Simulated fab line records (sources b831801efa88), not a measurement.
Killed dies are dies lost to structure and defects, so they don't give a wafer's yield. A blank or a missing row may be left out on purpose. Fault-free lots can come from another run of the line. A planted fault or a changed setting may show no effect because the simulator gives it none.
Comparing a struck lot with a sound one | flow gf180mcu | 18 out of 602 route steps
Sound: these wafers, L463.3, L463.4, L463.6. The struck wafers were L473.1, L473.2, L473.4. The cause is given at the end.
Order at every step that has rows: each side's tool, ch and its chambers, its first start. Under that, the readings that differ: sound wafers | struck wafers | difference of the means | sigmas: that difference in standard deviations of wafers without a fault.
alike: readings with means less than 2 such deviations apart, plus words and numbers identical on both sides. not compared: withheld readings, readings lacking a value on some wafer, bounds such as >300 that could conceal the same value, and numbers that have no deviation in the record and whose values overlap.
The two part at a step that has a row with sigmas, a row that says differs or no value, or rows on one side only. When numbers do not overlap yet have no deviation, they are printed without sigmas and do not part them. A reading that every wafer of one side lacks parts them only if that side has two wafers or more.

first, 1 step without rows for these wafers: GF_HV_LDD_CLEAN_51 (cleans in SC1/SC2, time 150 s).
GF_HV_LDD_RTA_52: time 10 s.
  sound on rtp anneal-02 ch 0, day 15 00:56; struck on rtp anneal-01 ch 0, day 18 07:07
  alike: lamp power pct, wafer_temp_C_max
GF_HV_LDD_RS_MEAS_53: uses a four-point probe to measure.
  sound: film metro-01 at day 15 01:01; struck: film metro-01 at day 18 07:10
  alike: HV_LDD_RS
then, 1 step without rows for these wafers: GF_HV_LDD_CVD_54 (deposits SiO2 from TEOS, target thk 10 nm, time 75 s).
GF_HV_LDD_THK_MEAS_55:
  sound: film metro-01 at day 15 02:08; struck: film metro-04 at day 18 08:50
  alike: HV_LDD_CVD_54_THK
then, 1 step without rows for these wafers: GF_HV_LDD_CVD_56 (deposits Si3N4 from DCS/NH3, target thk 90 nm, time 1543 s).
GF_HV_LDD_THK_MEAS_57:
  sound: film metro-04 at day 15 03:37; struck: film metro-02 at day 18 10:19
  alike: HV_LDD_CVD_56_THK
GF_HV_LDD_ETCHBACK_58: etches Si3N4 in CH3F/O2, stops on SiO2, time 100 s, target depth 90 nm.
  sound on rie diel-02 ch 0,2, day 15 03:40; struck on rie diel-03 ch 0,1, day 18 10:22
  alike: chamber pressure mTorr, drypump motor current A, oes product au, throttle valve pct
  not compared: rf hours counter h
then, 4 steps without rows for these wafers: GF_NSD_DEHYDRATE_00 (time 60 s); GF_NSD_HMDS_01 (prime time 60 s); GF_NSD_COAT_02 (resist thk 1000 nm); GF_NSD_SOFTBAKE_03 (time 60 s).
GF_NSD_EXPOSE_04: exposes mask Nplus, target cd 400 nm.
  sound on iline stepper-01 ch 0, day 15 14:35; struck on iline stepper-01 ch 0, day 18 22:44
  reading              | sound                | struck               | difference | sigmas
  exposure dose mJ cm2 | 140.03 140.12 140.07 | 128.15 128.08 128.14 | -11.95     | -85
  alike: mask
then, 2 steps without rows for these wafers: GF_NSD_PEB_05; GF_NSD_DEVELOP_06 (develop time 60 s).
GF_NSD_CD_MEAS_07 targets a cd of 400 nm.
  sound: cd sem-02 at day 16 01:18; struck: cd sem-01 at day 19 10:26
  reading    | sound             | struck            | difference | sigmas
  cd nm (nm) | 399.5 395.7 401.2 | 373.2 372.7 377.7 | -24.3      | -9
GF_NSD_OVL_MEAS_08:
  sound: overlay-02 at day 16 01:23; struck: overlay-02 at day 19 10:34
  alike: NSD_OVL
GF_PASSIVATION_PROBE_99:
  the record holds rows for the sound wafers here (prober-02, day 31 09:58) but none for the struck ones

== WHERE THEY PART ==
First at GF_NSD_EXPOSE_04; last, within this record, at GF_PASSIVATION_PROBE_99.

WHY: the cause the simulator had injected
Process parameter drift: iline stepper-01, from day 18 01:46 on, at GF_NSD_EXPOSE_04. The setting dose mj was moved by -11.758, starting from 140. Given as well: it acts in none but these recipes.
